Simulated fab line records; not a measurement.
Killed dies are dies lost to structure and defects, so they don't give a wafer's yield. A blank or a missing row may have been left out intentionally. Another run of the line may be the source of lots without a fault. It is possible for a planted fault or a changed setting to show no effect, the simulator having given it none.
Which tool is to blame?    flow gf180mcu    13 lots with 39 wafers sampled at 2 steps, on a route of 602 steps

## WHAT THE GAUGES SHOWED, per wafer
GF_M4_THK_MEAS_06: measures by xrf. Usual: M4_ALCU_THK gives 456 nm (standard deviation 5.5).
lot   measured      on             M4_ALCU_THK (nm)  flag
L160  day 22 09:25  film_metro-02  451 456 457       
L161  day 22 16:40  film_metro-03  463 462 457       
L165  day 24 09:07  film_metro-04  449 450 455       
L166  day 24 15:52  film_metro-03  458 460 458       
L167  day 25 03:40  film_metro-03  456 457 463       
L172  day 26 19:23  film_metro-04  455 456 452       
L174  day 27 08:59  film_metro-02  448 450 453       
L175  day 27 13:03  film_metro-03  458 454 458       
L179  day 28 18:26  film_metro-03  465 463 463       
L180  day 29 02:38  film_metro-04  457 453 454       
L181  day 29 02:55  film_metro-02  450 448 449       
L182  day 29 08:57  film_metro-02  449 451 453       
L183  day 29 19:07  film_metro-03  466 459 461       

## WHAT TOOL EACH LOT RAN ON (gives the tool, then ch and the chambers of the sampled wafers, and finally the start)
lot   GF_M4_SPUTTER_02
L160  pvd_sputter-02, day 22 09:12
L161  pvd_sputter-01, day 22 16:27
L165  pvd_sputter-02, day 24 08:54
L166  pvd_sputter-01, day 24 15:39
L167  pvd_sputter-02, day 25 03:27
L172  pvd_sputter-01, day 26 19:10
L174  pvd_sputter-02, day 27 08:44
L175  pvd_sputter-02, day 27 12:50
L179  pvd_sputter-03, day 28 18:13
L180  pvd_sputter-03, day 29 02:25
L181  pvd_sputter-01, day 29 02:43
L182  pvd_sputter-03, day 29 08:44
L183  pvd_sputter-01, day 29 18:53
- GF_M4_SPUTTER_02: material AlCu, target thk 450 nm, time 23.9 s.

## WHAT THE TOOLS THEMSELVES READ (means of the sampled wafers that have a number; where no wafer has one, the mark that the record gives instead)
GF_M4_SPUTTER_02. Usual: throttle_valve_pct 29.7 %, standard deviation 0.75.
lot   tool            throttle_valve_pct (%)  flag
L160  pvd_sputter-02  29.7                    
L161  pvd_sputter-01  29.9                    
L165  pvd_sputter-02  30.1                    
L166  pvd_sputter-01  29.5                    
L167  pvd_sputter-02  30.4                    
L172  pvd_sputter-01  29.3                    
L174  pvd_sputter-02  29.9                    
L175  pvd_sputter-02  29.9                    
L179  pvd_sputter-03  29.7                    
L180  pvd_sputter-03  29.6                    
L181  pvd_sputter-01  29.5                    
L182  pvd_sputter-03  29.9                    
L183  pvd_sputter-01  30.0                    

## THE ANSWER, worked out from the rows above alone
Rule: lot off if the mean of its wafers having a number is beyond 3 standard deviations from the usual mean. A lot without any number at a reading at which 4 lots or more have one is off too. The other lots that the step has rows for count as sound. The gauges are gone through in route order, then the tools' own readings, and for those a lot's mean is taken as printed above. The first step at which some lot is off is used, and at that step the reading that is off furthest; a lot without a number counts as furthest.
Nothing can be told from this: no lot is off at any reading shown.

## WHAT THE SIMULATOR HAD PUT IN
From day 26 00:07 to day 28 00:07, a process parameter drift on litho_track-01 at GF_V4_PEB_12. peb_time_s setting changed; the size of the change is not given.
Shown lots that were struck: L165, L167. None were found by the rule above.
